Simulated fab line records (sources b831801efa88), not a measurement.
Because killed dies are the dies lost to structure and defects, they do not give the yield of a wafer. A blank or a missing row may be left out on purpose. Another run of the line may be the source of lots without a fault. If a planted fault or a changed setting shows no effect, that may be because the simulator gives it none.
What tool caused it? / flow gf180mcu / 6 lots, 18 wafers sampled, at 1 step of a route of 602

WHAT EACH GAUGE READ, for each wafer
GF_PSD_OVL_MEAS_08.
lot=L466; measured=day 14 03:28; on=overlay-02; PSD_OVL (nm)=2.9 -1.9 0.7
lot=L469; measured=day 15 09:39; on=overlay-02; PSD_OVL (nm)=2.0 -2.5 -0.8
lot=L473; measured=day 17 10:30; on=overlay-02; PSD_OVL (nm)=-0.6 0.1 0.2
lot=L476; measured=day 18 18:38; on=overlay-01; PSD_OVL (nm)=1.3 1.2 -0.1
lot=L480; measured=day 20 03:29; on=overlay-02; PSD_OVL (nm)=0.0 -0.8 -0.9
lot=L487; measured=day 21 19:43; on=overlay-02; PSD_OVL (nm)=1.2 2.5 3.2

TOOL THAT RAN EACH LOT (tool first, then ch and the chambers of the sampled wafers, then the start)
There is no process step in the record ahead of these readings.

THE ANSWER, worked out from the rows above alone
Rule: the lots themselves supply what counts as usual. Put in order of their means at a reading, lots are off if they are a third of the lots or fewer, leave a main group of 4 or more, and stand apart from it by a gap of 3 or more times the standard deviation of the main group's means; of several such gaps the widest counts. A main group is skipped when, at the precision printed for the reading in the tables above, its means are all equal. Also off: a lot with no number at a reading for which 4 or more lots have one. The other lots that the step has rows for count as sound.
No lot is off on any of the readings shown, so nothing can be concluded from this.

WHAT HAD BEEN PUT IN BY THE SIMULATOR
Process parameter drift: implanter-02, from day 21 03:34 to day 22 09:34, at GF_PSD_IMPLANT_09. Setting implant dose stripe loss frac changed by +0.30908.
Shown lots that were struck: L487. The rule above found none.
